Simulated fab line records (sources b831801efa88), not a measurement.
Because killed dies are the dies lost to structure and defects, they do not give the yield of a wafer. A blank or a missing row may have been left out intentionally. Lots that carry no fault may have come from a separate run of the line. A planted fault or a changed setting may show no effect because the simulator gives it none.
What tool caused it? + flow sky130 + 12 lots with 36 wafers sampled at 5 steps, on a route of 708 steps

## WHAT THE GAUGES READ, wafer by wafer
SKY_SONOS_ONO_THK_MEAS_01. Usual: SONOS_ONO_OXIDATION_THK gives 2.61 nm (standard deviation 0.057).
| lot  | measured     | on            | SONOS_ONO_OXIDATION_THK (nm) | flag |
|------|--------------|---------------|------------------------------|------|
| L825 | day 11 22:58 | film-metro-01 | 2.67 2.63 2.66               |      |
| L826 | day 12 05:50 | film-metro-04 | 2.60 2.58 2.58               |      |
| L827 | day 12 10:07 | film-metro-01 | 2.61 2.67 2.68               |      |
| L828 | day 13 01:21 | film-metro-02 | 2.62 2.67 2.63               |      |
| L832 | day 14 11:50 | film-metro-02 | 2.58 2.65 2.62               |      |
| L836 | day 15 18:31 | film-metro-04 | 2.55 2.53 2.51               |      |
| L838 | day 16 09:25 | film-metro-02 | 2.59 2.64 2.57               |      |
| L839 | day 16 15:37 | film-metro-01 | 2.54 2.57 2.64               |      |
| L840 | day 17 03:38 | film-metro-04 | 3.00 2.93 2.97               | OFF  |
| L841 | day 17 03:40 | film-metro-02 | 2.89 2.93 2.90               | OFF  |
| L842 | day 17 11:10 | film-metro-04 | 2.69 2.66 2.67               |      |
| L846 | day 18 19:59 | film-metro-04 | 2.62 2.57 2.61               |      |

SKY_GATE_OXIDE_OVL_MEAS_10. Usual: GATE_OXIDE_OVL gives 0.6 nm (standard deviation 1.3).
| lot  | measured     | on         | GATE_OXIDE_OVL (nm) | flag |
|------|--------------|------------|---------------------|------|
| L825 | day 14 06:56 | overlay-02 | 0.7 -1.3 -1.3       |      |
| L826 | day 14 15:29 | overlay-01 | 2.7 1.9 1.2         |      |
| L827 | day 14 19:26 | overlay-01 | 2.5 2.7 3.1         |      |
| L828 | day 15 10:18 | overlay-02 | 1.2 2.2 1.8         |      |
| L832 | day 16 23:56 | overlay-02 | -0.6 0.9 3.1        |      |
| L836 | day 18 13:11 | overlay-01 | 1.6 -0.1 2.3        |      |
| L838 | day 19 00:24 | overlay-02 | 1.6 3.1 -0.2        |      |
| L839 | day 19 07:17 | overlay-01 | -1.5 -0.8 -0.8      |      |
| L840 | day 19 19:53 | overlay-02 | 1.7 -0.1 0.9        |      |
| L841 | day 19 18:03 | overlay-02 | -0.1 -0.8 0.2       |      |
| L842 | day 20 05:45 | overlay-02 | 1.1 1.9 1.3         |      |
| L846 | day 21 17:05 | overlay-01 | 1.5 1.4 2.2         |      |

## TOOL THAT RAN EACH LOT (tool first, then ch and the chambers of the sampled wafers, then the start)
| lot  | SKY_VT_ADJUST_PCH_STRIP_09           | SKY_SONOS_ONO_OXIDATION_00    | SKY_SONOS_ONO_STRIP_17               |
|------|--------------------------------------|-------------------------------|--------------------------------------|
| L825 | plasma-asher-01 ch 0,1, day 10 18:34 | furnace-01 ch 0, day 11 21:38 | plasma-asher-04 ch 0,1, day 13 02:03 |
| L826 | plasma-asher-03 ch 0,1, day 11 02:37 | furnace-02 ch 0, day 12 04:29 | plasma-asher-01 ch 0,1, day 13 10:39 |
| L827 | plasma-asher-02 ch 0,1, day 11 06:13 | furnace-02 ch 0, day 12 08:45 | plasma-asher-04 ch 0,1, day 13 14:53 |
| L828 | plasma-asher-01 ch 0,1, day 11 21:39 | furnace-02 ch 0, day 12 23:58 | plasma-asher-01 ch 0,1, day 14 04:38 |
| L832 | plasma-asher-03 ch 0,1, day 13 08:37 | furnace-02 ch 0, day 14 10:29 | plasma-asher-01 ch 0,1, day 15 17:45 |
| L836 | plasma-asher-02 ch 0,1, day 14 11:55 | furnace-01 ch 0, day 15 17:10 | plasma-asher-04 ch 0,1, day 17 00:53 |
| L838 | plasma-asher-01 ch 0,1, day 15 03:01 | furnace-01 ch 0, day 16 08:03 | plasma-asher-04 ch 0,1, day 17 15:50 |
| L839 | plasma-asher-03 ch 1, day 15 08:16   | furnace-01 ch 0, day 16 14:17 | plasma-asher-01 ch 0,1, day 17 23:53 |
| L840 | plasma-asher-03 ch 0,1, day 15 16:28 | furnace-02 ch 0, day 17 02:18 | plasma-asher-03 ch 0,1, day 18 10:59 |
| L841 | plasma-asher-03 ch 0,1, day 15 21:00 | furnace-02 ch 0, day 17 02:18 | plasma-asher-01 ch 0,1, day 18 10:17 |
| L842 | plasma-asher-03 ch 0,1, day 16 01:06 | furnace-01 ch 0, day 17 09:49 | plasma-asher-04 ch 0,1, day 18 20:35 |
| L846 | plasma-asher-03 ch 0,1, day 17 11:37 | furnace-01 ch 0, day 18 18:38 | plasma-asher-01 ch 0,1, day 20 09:24 |
- SKY_VT_ADJUST_PCH_STRIP_09: strips in O2/N2.
- SKY_SONOS_ONO_OXIDATION_00: stabilise 600 s, purge 300 s, target thk 2.6 nm.
- SKY_SONOS_ONO_STRIP_17: strips in O2/N2.

## WHAT THE TOOLS THEMSELVES READ (means of the sampled wafers that have a number; where no wafer has one, the mark that the record gives instead)
SKY_VT_ADJUST_PCH_STRIP_09. Usual: drypump-motor-current-A 5.5 A, standard deviation 0.4; oes-product-au 0.723 a.u., standard deviation 0.0048; strip-time-to-endpoint-s 36.89 s, standard deviation 0.1.
| lot  | tool            | drypump-motor-current-A (A) | oes-product-au (a.u.) | strip-time-to-endpoint-s (s) | flag |
|------|-----------------|-----------------------------|-----------------------|------------------------------|------|
| L825 | plasma-asher-01 | 5.5                         | 0.717                 | 37.03                        |      |
| L826 | plasma-asher-03 | 5.7                         | 0.724                 | 37.07                        |      |
| L827 | plasma-asher-02 | 5.4                         | 0.721                 | 36.89                        |      |
| L828 | plasma-asher-01 | 5.1                         | 0.723                 | 36.93                        |      |
| L832 | plasma-asher-03 | 5.6                         | 0.720                 | 36.81                        |      |
| L836 | plasma-asher-02 | 5.4                         | 0.724                 | 36.67                        |      |
| L838 | plasma-asher-01 | 5.5                         | 0.721                 | 37.04                        |      |
| L839 | plasma-asher-03 | 5.5                         | 0.723                 | 36.88                        |      |
| L840 | plasma-asher-03 | 5.6                         | 0.721                 | 36.81                        |      |
| L841 | plasma-asher-03 | 5.8                         | 0.720                 | 36.94                        |      |
| L842 | plasma-asher-03 | 5.8                         | 0.720                 | 36.82                        |      |
| L846 | plasma-asher-03 | 5.8                         | 0.724                 | 36.95                        |      |

SKY_SONOS_ONO_OXIDATION_00. Usual: 15.0 % for zone-power-centre-pct, sd 0.57.
| lot  | tool       | zone-power-centre-pct (%) | flag |
|------|------------|---------------------------|------|
| L825 | furnace-01 | 15.5                      |      |
| L826 | furnace-02 | 14.4                      |      |
| L827 | furnace-02 | 14.4                      |      |
| L828 | furnace-02 | 14.4                      |      |
| L832 | furnace-02 | 14.5                      |      |
| L836 | furnace-01 | 15.6                      |      |
| L838 | furnace-01 | 15.5                      |      |
| L839 | furnace-01 | 15.4                      |      |
| L840 | furnace-02 | 14.5                      |      |
| L841 | furnace-02 | 14.5                      |      |
| L842 | furnace-01 | 15.4                      |      |
| L846 | furnace-01 | 15.5                      |      |

SKY_SONOS_ONO_STRIP_17. Usual: drypump-motor-current-A 5.5 A, standard deviation 0.44; oes-product-au 0.710 a.u., standard deviation 0.0045; strip-time-to-endpoint-s 14.09 s, standard deviation 0.05.
| lot  | tool            | drypump-motor-current-A (A) | oes-product-au (a.u.) | strip-time-to-endpoint-s (s) | flag |
|------|-----------------|-----------------------------|-----------------------|------------------------------|------|
| L825 | plasma-asher-04 | 5.7                         | 0.704                 | 14.09                        |      |
| L826 | plasma-asher-01 | 5.1                         | 0.709                 | 14.20                        |      |
| L827 | plasma-asher-04 | 5.7                         | 0.707                 | 14.03                        |      |
| L828 | plasma-asher-01 | 5.1                         | 0.706                 | 14.12                        |      |
| L832 | plasma-asher-01 | 5.5                         | 0.710                 | 14.06                        |      |
| L836 | plasma-asher-04 | 5.7                         | 0.705                 | 14.12                        |      |
| L838 | plasma-asher-04 | 5.6                         | 0.712                 | 14.05                        |      |
| L839 | plasma-asher-01 | 5.1                         | 0.711                 | 14.02                        |      |
| L840 | plasma-asher-03 | 5.8                         | 0.707                 | 14.06                        |      |
| L841 | plasma-asher-01 | 5.5                         | 0.708                 | 14.07                        |      |
| L842 | plasma-asher-04 | 5.7                         | 0.711                 | 14.03                        |      |
| L846 | plasma-asher-01 | 5.1                         | 0.709                 | 14.07                        |      |

## THE ANSWER, worked out from the rows above alone
Rule: a lot is off if the mean of its wafers that have a number lies more than 3 standard deviations from the usual mean. A lot without any number at a reading at which 4 lots or more have one is off too. All remaining lots with rows at the step are treated as sound. First the gauges in route order, then the tools' own readings, where a lot's mean is used as printed above. At the first step where some lot is off, the reading lying furthest off is the one used; lots without a number count as furthest.
Off: L840, L841, seen at SKY_SONOS_ONO_THK_MEAS_01 (SONOS_ONO_OXIDATION_THK).
If a tool, at a process step before that reading, ran all the lots that are off and no sound lot after the first of them, it fits. The gauges at SKY_SONOS_ONO_THK_MEAS_01 are tried like those tools. One candidate fits, namely furnace-02 at SKY_SONOS_ONO_OXIDATION_00. A fault onset in the window from L832 (day 14 10:29, its last sound lot) to L840 (day 17 02:18, its first lot off) fits.

## WHAT THE SIMULATOR PUT IN
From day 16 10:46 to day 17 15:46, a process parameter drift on furnace-02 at SKY_SONOS_ONO_OXIDATION_00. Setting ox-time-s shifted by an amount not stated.
Shown lots that were struck: L840, L841. This agrees with what the rule above found.
